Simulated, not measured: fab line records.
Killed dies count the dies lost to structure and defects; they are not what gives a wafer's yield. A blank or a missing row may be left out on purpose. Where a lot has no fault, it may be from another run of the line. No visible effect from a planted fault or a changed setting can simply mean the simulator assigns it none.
Which of the tools did it? :: flow gf180mcu :: at 1 step of a route of 602, 6 lots with 18 wafers sampled

WHAT EACH GAUGE READ, for each wafer
GF_STI_CD_MEAS_12: target cd 220 nm.
lot: L142
measured: day 2 06:32
on: cd-sem-01
cd-nm (nm): 221.3 222.5 222.7

lot: L144
measured: day 2 17:17
on: cd-sem-01
cd-nm (nm): 218.6 219.8 219.0

lot: L147
measured: day 3 09:35
on: cd-sem-02
cd-nm (nm): 220.2 219.4 219.1

lot: L156
measured: day 5 06:18
on: cd-sem-01
cd-nm (nm): 218.5 217.0 219.2

lot: L161
measured: day 6 09:25
on: cd-sem-01
cd-nm (nm): 220.9 220.7 219.8

lot: L163
measured: day 6 18:16
on: cd-sem-01
cd-nm (nm): 219.3 219.3 219.1

TOOL THAT RAN EACH LOT (tool first, then ch and the chambers of the sampled wafers, then the start)
No process step before these readings appears in the record.

THE ANSWER, worked out from the rows above alone
Rule: the lots themselves supply what counts as usual. Put in order of their means at a reading, lots are off if they are a third of the lots or fewer, leave a main group of 4 or more, and stand apart from it by a gap of 3 or more times the standard deviation of the main group's means; of several such gaps the widest counts. A main group whose means are all the same, to the digits that the tables above print for the reading, isn't used. A lot without any number at a reading at which 4 lots or more have one is off too. The other lots that the step has rows for count as sound.
No lot is off at any reading shown: from this, nothing can be told.

WHAT WAS PUT IN BY THE SIMULATOR
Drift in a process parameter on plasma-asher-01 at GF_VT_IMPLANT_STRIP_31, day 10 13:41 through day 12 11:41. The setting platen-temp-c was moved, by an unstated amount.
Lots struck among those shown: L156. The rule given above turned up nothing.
